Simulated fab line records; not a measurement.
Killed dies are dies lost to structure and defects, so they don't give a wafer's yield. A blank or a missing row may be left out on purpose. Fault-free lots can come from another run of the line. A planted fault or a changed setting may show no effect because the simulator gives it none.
Matching of chambers | flow gf180mcu | GF_V1_CVD_00 on hdpcvd-01: 3 sister chambers
The step deposits SiO2, target thk 600 nm, time 100 s. 6 wafers are shown with their chamber, then 8 later ones without.

== WAFERS WITH THEIR CHAMBER ==
wafer  | chamber | sih4-flow-sccm (sccm)
L838.3 | 0       | 60.11
L838.4 | 1       | 59.89
L839.1 | 1       | 59.86
L839.5 | 2       | 59.70
L839.6 | 0       | 60.07
L841.3 | 2       | 59.52

== WAFERS WITHOUT THEIR CHAMBER ==
wafer  | sih4-flow-sccm (sccm)
L841.4 | 59.81
L841.6 | 60.06
L842.1 | 60.07
L842.3 | 59.81
L842.6 | 60.05
L844.4 | 59.79
L844.5 | 60.08
L844.6 | 60.06

== WHICH CHAMBER EACH WENT THROUGH ==
wafer  | from the rows above     | in truth
L841.4 | can't be placed: 1 or 2 | 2
L841.6 | 0                       | 0
L842.1 | 0                       | 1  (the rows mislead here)
L842.3 | can't be placed: 1 or 2 | 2
L842.6 | can't be placed: 0 or 1 | 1
L844.4 | can't be placed: 1 or 2 | 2
L844.5 | 0                       | 0
L844.6 | 0                       | 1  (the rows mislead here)
2 of 8 placed correctly. These rows do not allow placing 4 (true chamber among the candidates in 4). Wrongly placed: 2.
How it was worked out, from the rows above alone: a wafer's distance from a chamber is the root of the sum, over the readings, of the square of ((its reading less the chamber's mean) divided by the reading's scatter). The wafer belongs to the nearest chamber; if the next one is less than 2 further off, it can't be placed. A chamber's mean is the mean of its shown wafers. The scatter: the root of (the sum of the squares of (reading less its chamber's mean) over the shown wafers, divided by (wafers less chambers)).
